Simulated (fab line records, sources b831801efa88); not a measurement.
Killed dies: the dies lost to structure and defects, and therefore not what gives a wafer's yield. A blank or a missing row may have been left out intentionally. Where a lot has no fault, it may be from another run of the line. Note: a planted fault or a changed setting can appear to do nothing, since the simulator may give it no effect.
8D (eight disciplines) problem report, filled in by code    flow gf180mcu    the parts of the form that need people (team, actions taken, sign-off) are left out

## 1. THE ISSUE
Wafers without a fault read 7.5e+12, standard deviation 8.8e+09; dose-ions-cm2 at GF_HV_LDD_IMPLANT_34 reads a mean of 7.0e+12 on 6 wafers belonging to 2 lots. Measured from the usual mean, that is -55 standard deviations.
First observed at day 16 04:08: wafer L425.1, on implanter-02. The record holds 42 wafers of 14 lots with a number at this step. Rule for "out" (also "out of limits"): further than 4 standard deviations from the usual mean. All remaining wafers that have a number are taken as sound.

## 2. WHAT IT IS, WHAT IT ISN'T
question                     is                      is not
which readings at this step  dose-ions-cm2           -
which lots                   L425, L426              L413, L414, L416, L417, L418, L420, L421, L422, L423, L424, L432, L434
which wafers of those lots   all that have a number  -
read on which tools          implanter-02            implanter-01, implanter-04
when                         from day 16 04:08       up to then (30 sound wafers); but 6 sound wafers of L432, L434 came after

## 3. SUSPECTS, AND WHAT RULES EACH OUT
Counting: a tool stays on the suspect list if, at a process step up to the reading, it processed all lots that are out and no sound lot following the first of them.
- plasma-asher-02 at GF_VT_IMPLANT_STRIP_42 (strips in O2/N2): ruled out as a lasting fault. After its first lot that is out, L425 (day 11 10:15), sound lots L432, L434 ran on it.
- implanter-02 at GF_HV_LDD_IMPLANT_34: ruled out as a lasting fault. After its first lot that is out, L425 (day 16 04:08), sound lots L434 ran on it.
Left after counting: nothing in the record.

## 4. THE CAUSE (what the simulator had put in)
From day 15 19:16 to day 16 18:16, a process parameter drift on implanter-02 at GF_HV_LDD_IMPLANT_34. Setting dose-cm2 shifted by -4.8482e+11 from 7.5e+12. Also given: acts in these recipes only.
Counting ruled it out, wrongly.

## 5. THE CHAIN OF EFFECTS, in route order
One row per reading whose mean, taken over the struck wafers that have a number, lies over 3 standard deviations from the usual. Scope: only readings with a usual standard deviation given in the record; hours: median across lots of the time from each lot's start at the first step in this table that gives one to its start at this step; sigmas: change in usual standard deviations.
hours  step                  reading             usual    on struck wafers  change    sigmas
0      GF_HV_LDD_IMPLANT_34  dose-ions-cm2       7.5e+12  7.0e+12           -4.9e+11  -55
0      GF_HV_LDD_IMPLANT_34  faraday-current-uA  42.3     39.3              -3.0      -3.7
The process steps in it:
- GF_HV_LDD_IMPLANT_34

## 6. WHAT WOULD HAVE CAUGHT IT SOONER
9 hours passed between the start of the fault at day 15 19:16 and the first reading out of limits in this record, taken at day 16 04:08.
